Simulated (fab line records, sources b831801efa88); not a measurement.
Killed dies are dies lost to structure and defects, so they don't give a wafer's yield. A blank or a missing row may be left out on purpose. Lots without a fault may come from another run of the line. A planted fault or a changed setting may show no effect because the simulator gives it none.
fab line records | flow sky130
record lots=15 wafers=45 last_day=50
route steps=708 shown CAP2M@604 VIA4@656 METAL5@662
lots that met no fault: from a run of the same line without faults
start_h: hours from the record's first day to the start of the lot's first wafer shown | wait_h: hours since the lot's step before | " the same as in the row above | L1.1+2: a row that stands for several wafers | - no value, or no start given | * or withheld: withheld | < > ~ a bound
route shown NAME@n: a module of which the file shows steps, and the number in the route of the first | usual: mean/standard deviation of fault-free wafers | same: alike in all rows | chamber/n: place in a boat | sites: the reading at each site | _std_site: their standard deviation | _edge_site: outer sites' mean less inner sites' | radius_mm: how far each site lies from the wafer's centre | mask NAME#n: copy n | behind: the tool/chamber that last shaped the wafer | hold: why the lot was held/for how many hours/how that ended | device: the transistor (n, p or np) that didn't switch | end of line: the same wafers' tests at the end of the route | a step without rows: its recipe alone | killed: dies lost to structure and defects at the first sort, not the wafer's yield | map: a wafer's dies, x killed, . not, _ none there
set.NAME: the setting as run; set.NAME@STEP: as run at that earlier step | model.NAME: the simulator's own value behind a step, which no gauge read
steps of the route over a sample of lots; a table a step, a row a wafer
services: from which hour (start_h, from the record's first day; less than 0 if before it) a tool's chamber was out of use, for how many hours, and why
## steps
# step SKY_CAP2M_THK_MEAS_01
# recipe reads=SiO2_of_CAP2M_CVD_00
# usual CAP2M_CVD_00_THK=15.46/0.22
# columns lot.wafer tool chamber start_h wait_h CAP2M_CVD_00_THK[nm]
L946.3 film_metro-04 - 921.48 - 15.61
L946.4 " - " " 15.60
L946.6 " - " " 15.77
L949.1 film_metro-04 - 961.72 - 15.23
L949.2 " - " " 15.36
L949.4 " - " " 15.65
L951.1 film_metro-03 - 964.10 - 15.02
L951.3 " - " " 15.42
L951.5 " - " " 15.40
L952.2 film_metro-04 - 970.75 - 15.19
L952.3 " - " " 15.51
L952.4 " - " " 15.39
L953.1 film_metro-03 - 991.34 - 15.13
L953.3 " - " " 15.60
L953.6 " - " " 15.57
L954.1 film_metro-01 - 991.63 - 15.02
L954.4 " - " " 15.33
L954.5 " - " " 15.35
L955.1 film_metro-03 - 994.03 - 15.46
L955.5 " - " " 15.62
L955.6 " - " " 15.51
L960.2 film_metro-01 - 1027.65 - 15.38
L960.4 " - " " 15.57
L960.5 " - " " 15.94
L962.2 film_metro-03 - 1041.84 - 15.59
L962.3 " - " " 15.37
L962.5 " - " " 15.74
L963.2 film_metro-01 - 1048.09 - 15.14
L963.3 " - " " 15.34
L963.5 " - " " 15.45
L964.3 film_metro-03 - 1048.84 - 15.53
L964.5 " - " " 15.57
L964.6 " - " " 15.39
L965.1 film_metro-03 - 1066.08 - 15.49
L965.3 " - " " 15.48
L965.6 " - " " 15.70
L966.3 film_metro-03 - 1067.39 - 15.43
L966.4 " - " " 15.79
L966.6 " - " " 15.61
L969.2 film_metro-03 - 1099.48 - 15.62
L969.4 " - " " 15.91
L969.6 " - " " 15.86
L968.3 film_metro-03 - 1103.25 - 15.19
L968.5 " - " " 15.59
L968.6 " - " " 15.29
# step SKY_CAP2M_THK_MEAS_04
# recipe thk_meas_gauge=xrf reads=TiN_of_CAP2M_SPUTTER_02
# usual CAP2M_TIN_THK=199.8/2.2
# columns lot.wafer tool chamber start_h wait_h CAP2M_TIN_THK[nm]
L946.3 film_metro-01 - 921.77 0.1 202.4
L946.4 " - " " 202.4
L946.6 " - " " 201.4
L949.1 film_metro-04 - 962.01 0.1 198.7
L949.2 " - " " 199.5
L949.4 " - " " 200.0
L951.1 film_metro-01 - 964.39 0.1 200.5
L951.3 " - " " 199.2
L951.5 " - " " 199.7
L952.2 film_metro-03 - 971.04 0.1 199.1
L952.3 " - " " 199.5
L952.4 " - " " 197.8
L953.1 film_metro-04 - 991.63 0.1 199.9
L953.3 " - " " 198.7
L953.6 " - " " 200.2
L954.1 film_metro-01 - 991.92 0.1 199.6
L954.4 " - " " 198.8
L954.5 " - " " 197.5
L955.1 film_metro-04 - 994.32 0.1 202.3
L955.5 " - " " 201.3
L955.6 " - " " 201.4
L960.2 film_metro-03 - 1027.94 0.1 203.3
L960.4 " - " " 204.1
L960.5 " - " " 202.1
L962.2 film_metro-03 - 1042.13 0.1 199.7
L962.3 " - " " 202.4
L962.5 " - " " 199.2
L963.2 film_metro-03 - 1048.38 0.1 193.9
L963.3 " - " " 195.5
L963.5 " - " " 195.7
L964.3 film_metro-04 - 1049.12 0.1 199.7
L964.5 " - " " 200.8
L964.6 " - " " 200.7
L965.1 film_metro-03 - 1066.37 0.1 204.0
L965.3 " - " " 202.8
L965.6 " - " " 202.4
L966.3 film_metro-01 - 1067.68 0.1 199.0
L966.4 " - " " 199.5
L966.6 " - " " 198.8
L969.2 film_metro-01 - 1099.77 0.1 201.8
L969.4 " - " " 202.1
L969.6 " - " " 201.1
L968.3 film_metro-01 - 1103.54 0.1 203.2
L968.5 " - " " 203.2
L968.6 " - " " 202.2
# step SKY_VIA4_SPUTTER_17
# recipe material=TiN target_thk_nm=20 chamber_pressure_pa=5 power_w=4000 time_s=80
# usual cathode_dc_power_W=4000.0/0.72 chamber_pressure_pa=5.001/0.01 throttle_valve_pct=29.7/1 time_s=80/0
# columns lot.wafer tool chamber start_h wait_h cathode_dc_power_W chamber_pressure_pa throttle_valve_pct time_s
L946.3 pvd_sputter-03 - 996.35 0.0 4000.2 4.994 30.0 80
L946.4 " - " " 3999.7 5.006 29.2 80
L946.6 " - " " 4000.1 4.994 29.9 80
L949.1 pvd_sputter-04 - 1034.59 0.0 4000.3 4.996 29.8 80
L949.2 " - " " 3997.9 5.009 29.6 80
L949.4 " - " " 3998.2 5.005 31.9 80
L951.1 pvd_sputter-04 - 1036.29 0.0 3999.9 5.008 30.8 80
L951.3 " - " " 3998.9 4.986 29.8 80
L951.5 " - " " 4000.5 5.022 30.8 80
L952.2 pvd_sputter-04 - 1044.01 0.0 - - - -
L952.3 " - " " - - - -
L952.4 " - " " - - - -
L953.1 pvd_sputter-04 - 1059.95 0.0 - - - -
L953.3 " - " " - - - -
L953.6 " - " " - - - -
L954.1 pvd_sputter-02 - 1062.25 0.0 - - - -
L954.4 " - " " - - - -
L954.5 " - " " - - - -
L955.1 pvd_sputter-02 - 1064.84 0.0 3999.1 4.995 29.8 80
L955.5 " - " " 4000.7 4.987 29.8 80
L955.6 " - " " 4001.0 4.999 28.3 80
L960.2 pvd_sputter-02 - 1094.74 0.0 4000.0 4.995 28.2 80
L960.4 " - " " 4000.4 4.986 28.6 80
L960.5 " - " " 4000.1 4.990 28.3 80
L962.2 pvd_sputter-02 - 1108.77 0.0 4000.1 4.980 30.8 80
L962.3 " - " " 3999.8 4.987 29.8 80
L962.5 " - " " 3999.0 4.996 29.5 80
L963.2 pvd_sputter-02 - 1114.90 0.0 3999.9 5.008 30.8 80
L963.3 " - " " 4000.3 4.990 29.9 80
L963.5 " - " " 3999.5 5.010 30.9 80
L964.3 pvd_sputter-03 - 1116.17 0.0 3999.6 4.990 29.0 80
L964.5 " - " " 3999.7 5.035 30.0 80
L964.6 " - " " 3999.1 5.011 28.8 80
L965.1 pvd_sputter-03 - 1127.18 0.0 3999.5 5.006 29.1 80
L965.3 " - " " 4000.0 5.006 28.7 80
L965.6 " - " " 4000.1 4.993 29.9 80
L966.3 pvd_sputter-03 - 1129.71 0.0 3999.7 5.008 30.5 80
L966.4 " - " " 4000.1 4.992 30.1 80
L966.6 " - " " 3999.8 4.998 29.7 80
L969.2 pvd_sputter-02 - 1157.61 0.0 4000.2 4.997 29.6 80
L969.4 " - " " 3999.1 5.014 31.0 80
L969.6 " - " " 4000.0 4.993 28.1 80
L968.3 pvd_sputter-02 - 1160.80 0.0 4000.7 5.006 28.2 80
L968.5 " - " " 4001.4 4.986 28.4 80
L968.6 " - " " 4001.7 5.007 30.8 80
# step SKY_METAL5_SPUTTER_01
# recipe material=TiN target_thk_nm=20 power_w=6500 time_s=16.7 chamber_pressure_pa=0.4
# usual cathode_dc_power_W=6499.9/1.1 chamber_pressure_pa=0.4001/0.00079 throttle_valve_pct=30.2/0.89
# same time_s=16.7
# columns lot.wafer tool chamber start_h wait_h cathode_dc_power_W chamber_pressure_pa throttle_valve_pct
L946.3 pvd_sputter-01 - 997.48 0.0 6499.7 0.3996 30.9
L946.4 " - " " 6501.5 0.4000 31.2
L946.6 " - " " 6500.5 0.3995 30.5
L949.1 pvd_sputter-03 - 1035.55 0.0 6500.3 0.3997 30.0
L949.2 " - " " 6500.1 0.4002 29.2
L949.4 " - " " 6500.9 0.3997 30.4
L951.1 pvd_sputter-01 - 1037.00 0.0 6499.6 0.4000 31.2
L951.3 " - " " 6500.9 0.4009 30.5
L951.5 " - " " 6501.6 0.3994 30.7
L955.1 pvd_sputter-03 - 1065.56 0.0 6497.9 0.3992 30.1
L955.5 " - " " 6499.6 0.3990 28.8
L955.6 " - " " 6500.5 0.4006 30.1
L960.2 pvd_sputter-03 - 1096.58 0.0 6500.6 0.4002 29.9
L960.4 " - " " 6499.6 0.4001 29.0
L960.5 " - " " 6502.3 0.4000 30.3
L962.2 pvd_sputter-03 - 1109.91 0.0 6500.7 0.3991 29.7
L962.3 " - " " 6501.1 0.3993 29.3
L962.5 " - " " 6498.4 0.4011 29.2
L963.2 pvd_sputter-03 - 1118.24 0.0 6500.2 0.4013 29.7
L963.3 " - " " 6500.2 0.4014 30.3
L963.5 " - " " 6499.0 0.4005 30.4
L964.3 pvd_sputter-03 - 1119.44 0.0 6501.1 0.3998 28.7
L964.5 " - " " 6500.1 0.4001 28.9
L964.6 " - " " 6502.2 0.4004 30.2
L965.1 pvd_sputter-01 - 1128.14 0.0 6499.0 0.4005 30.7
L965.3 " - " " 6500.3 0.3994 31.5
L965.6 " - " " 6499.8 0.3996 31.2
L966.3 pvd_sputter-04 - 1130.44 0.0 6502.5 0.3994 30.0
L966.4 " - " " 6498.6 0.4002 29.9
L966.6 " - " " 6499.1 0.4017 30.7
L969.2 pvd_sputter-03 - 1158.32 0.0 6498.1 0.3979 29.8
L969.4 " - " " 6498.1 0.3994 29.3
L969.6 " - " " 6500.0 0.3998 28.5
L968.3 pvd_sputter-04 - 1161.52 0.0 6499.4 0.4003 31.7
L968.5 " - " " 6498.1 0.3992 31.6
L968.6 " - " " 6501.7 0.4009 29.6
## services
# columns tool chamber start_h hours kind
pvd_sputter-04 - 994.79 1.0 repair
pvd_sputter-01 - 1114.07 2.4 repair
## key
first_sign step=SKY_VIA4_SPUTTER_17 reading=tool_record direction=missing
effect none on later readings
met_at SKY_VIA4_SPUTTER_17
struck_lots L952,L953,L954
later_rows_left_out L952.2,L952.3,L952.4,L953.1,L953.3,L953.6,L954.1,L954.4,L954.5
sort_left_out L952.2,L952.3,L952.4,L953.1,L953.3,L953.6,L954.1,L954.4,L954.5
not_acting_at SKY_CAP2M_THK_MEAS_01,SKY_CAP2M_THK_MEAS_04,SKY_METAL5_SPUTTER_01
onset_between 1036.29 1044.01
fault kind=skipped_step_whole tool=pvd_sputter-02,pvd_sputter-04 chamber=- onset_h=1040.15 steps=SKY_VIA4_SPUTTER_17 scope=struck_lots_only
# sort_left_out: the simulated sort isn't trusted on such a fault, so these wafers' sort isn't shown, and their yield isn't known
# later_rows_left_out: the simulator's readings of these wafers behind a module that went badly wrong aren't trusted and aren't shown, but for the sort
